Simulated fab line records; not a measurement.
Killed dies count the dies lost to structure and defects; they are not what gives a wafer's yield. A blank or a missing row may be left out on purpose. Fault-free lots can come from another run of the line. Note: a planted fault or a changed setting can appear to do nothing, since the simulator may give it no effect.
Check for tools in common || flow gf180mcu || Lots sampled 13, wafers sampled 39

WHY THIS WAS OPENED
At GF_STI_CD_MEAS_12 the reading cd nm is flagged on 1 of 13 lots. Fault-free wafers read 219.7 nm, with a standard deviation of 1.2.
Rule: a lot gets a flag if all its wafers with a number sit over 4 standard deviations from that mean, or if no wafer of it has a number. The other lots count as sound.

{"lot": "L257", "measured": "day 2 01:32", "on": "cd sem-02", "cd nm (nm), wafer by wafer": "218.6 218.3 218.2", "flag": ""}
{"lot": "L258", "measured": "day 2 06:35", "on": "cd sem-02", "cd nm (nm), wafer by wafer": "220.3 220.9 220.4", "flag": ""}
{"lot": "L259", "measured": "day 2 12:01", "on": "cd sem-01", "cd nm (nm), wafer by wafer": "219.3 219.9 218.3", "flag": ""}
{"lot": "L260", "measured": "day 2 15:40", "on": "cd sem-01", "cd nm (nm), wafer by wafer": "219.2 219.5 220.2", "flag": ""}
{"lot": "L261", "measured": "day 2 22:30", "on": "cd sem-01", "cd nm (nm), wafer by wafer": "218.3 218.5 218.5", "flag": ""}
{"lot": "L262", "measured": "day 3 04:21", "on": "cd sem-02", "cd nm (nm), wafer by wafer": "218.6 217.3 218.6", "flag": ""}
{"lot": "L264", "measured": "day 3 13:44", "on": "cd sem-02", "cd nm (nm), wafer by wafer": "220.5 221.4 220.5", "flag": ""}
{"lot": "L266", "measured": "day 4 00:16", "on": "cd sem-01", "cd nm (nm), wafer by wafer": "221.0 221.2 221.1", "flag": ""}
{"lot": "L267", "measured": "day 4 03:53", "on": "cd sem-02", "cd nm (nm), wafer by wafer": "219.2 219.4 217.9", "flag": ""}
{"lot": "L270", "measured": "day 4 19:22", "on": "cd sem-02", "cd nm (nm), wafer by wafer": "176.1 174.5 176.3", "flag": "FLAGGED"}
{"lot": "L275", "measured": "day 5 22:10", "on": "cd sem-02", "cd nm (nm), wafer by wafer": "221.9 221.6 221.2", "flag": ""}
{"lot": "L278", "measured": "day 6 14:46", "on": "cd sem-01", "cd nm (nm), wafer by wafer": "220.1 218.6 220.2", "flag": ""}
{"lot": "L280", "measured": "day 7 01:31", "on": "cd sem-02", "cd nm (nm), wafer by wafer": "219.9 218.6 219.7", "flag": ""}
The mean of the flagged lots' numbers is 175.6 nm, -44.1 nm from the usual (-37 standard deviations).

TOOL THAT RAN EACH LOT
The record holds 1 process step before the reading, out of a route of 602 steps. Each cell gives the tool, then ch followed by the chambers the sampled wafers passed through, then the start.
{"lot": "L257", "flag": "", "GF_STI_EXPOSE_09": "krf scanner-01 ch 0, day 1 20:07"}
{"lot": "L258", "flag": "", "GF_STI_EXPOSE_09": "krf scanner-01 ch 0, day 2 00:47"}
{"lot": "L259", "flag": "", "GF_STI_EXPOSE_09": "krf scanner-02 ch 0, day 2 06:02"}
{"lot": "L260", "flag": "", "GF_STI_EXPOSE_09": "krf scanner-01 ch 0, day 2 10:23"}
{"lot": "L261", "flag": "", "GF_STI_EXPOSE_09": "krf scanner-02 ch 0, day 2 16:23"}
{"lot": "L262", "flag": "", "GF_STI_EXPOSE_09": "krf scanner-01 ch 0, day 2 21:59"}
{"lot": "L264", "flag": "", "GF_STI_EXPOSE_09": "krf scanner-02 ch 0, day 3 06:39"}
{"lot": "L266", "flag": "", "GF_STI_EXPOSE_09": "krf scanner-01 ch 0, day 3 18:12"}
{"lot": "L267", "flag": "", "GF_STI_EXPOSE_09": "krf scanner-01 ch 0, day 3 21:11"}
{"lot": "L270", "flag": "FLAGGED", "GF_STI_EXPOSE_09": "krf scanner-02 ch 0, day 4 12:16"}
{"lot": "L275", "flag": "", "GF_STI_EXPOSE_09": "krf scanner-01 ch 0, day 5 15:25"}
{"lot": "L278", "flag": "", "GF_STI_EXPOSE_09": "krf scanner-02 ch 0, day 6 07:17"}
{"lot": "L280", "flag": "", "GF_STI_EXPOSE_09": "krf scanner-02 ch 0, day 6 18:22"}
What is done by these steps:
- GF_STI_EXPOSE_09: exposes mask COMP, target cd 220 nm.
- GF_STI_CD_MEAS_12: target cd 220 nm.

FLAGGED OVER TOTAL, TOOL BY TOOL (the gauges that took the reading come last)
{"step": "GF_STI_EXPOSE_09", "tool": "krf scanner-01", "lots run": 7, "flagged": 0, "share of the flagged lots": "none", "sound lots run after its first flagged lot": "-"}
{"step": "GF_STI_EXPOSE_09", "tool": "krf scanner-02", "lots run": 6, "flagged": 1, "share of the flagged lots": "all", "sound lots run after its first flagged lot": "2 (L278,L280)"}
{"step": "GF_STI_CD_MEAS_12", "tool": "cd sem-01", "lots run": 5, "flagged": 0, "share of the flagged lots": "none", "sound lots run after its first flagged lot": "-"}
{"step": "GF_STI_CD_MEAS_12", "tool": "cd sem-02", "lots run": 8, "flagged": 1, "share of the flagged lots": "all", "sound lots run after its first flagged lot": "2 (L275,L280)"}

THE TABLE: WHAT IT ALLOWS
Every flagged lot went through 2 rows of the table: krf scanner-02 at GF_STI_EXPOSE_09 and cd sem-02 at GF_STI_CD_MEAS_12.
- krf scanner-02 at GF_STI_EXPOSE_09 ran 6 lots, 1 of them flagged. After the first flagged lot (L278, L280), sound lots still ran on it; a lasting fault on the whole tool would not permit that.
- cd sem-02 at GF_STI_CD_MEAS_12 ran 8 lots, 1 of them flagged. After the first flagged lot (L275, L280), sound lots still ran on it; a lasting fault on the whole tool would not permit that.
There is no row in the table that ran each flagged lot and no sound lot after the first.

WHAT HAD BEEN PUT IN BY THE SIMULATOR
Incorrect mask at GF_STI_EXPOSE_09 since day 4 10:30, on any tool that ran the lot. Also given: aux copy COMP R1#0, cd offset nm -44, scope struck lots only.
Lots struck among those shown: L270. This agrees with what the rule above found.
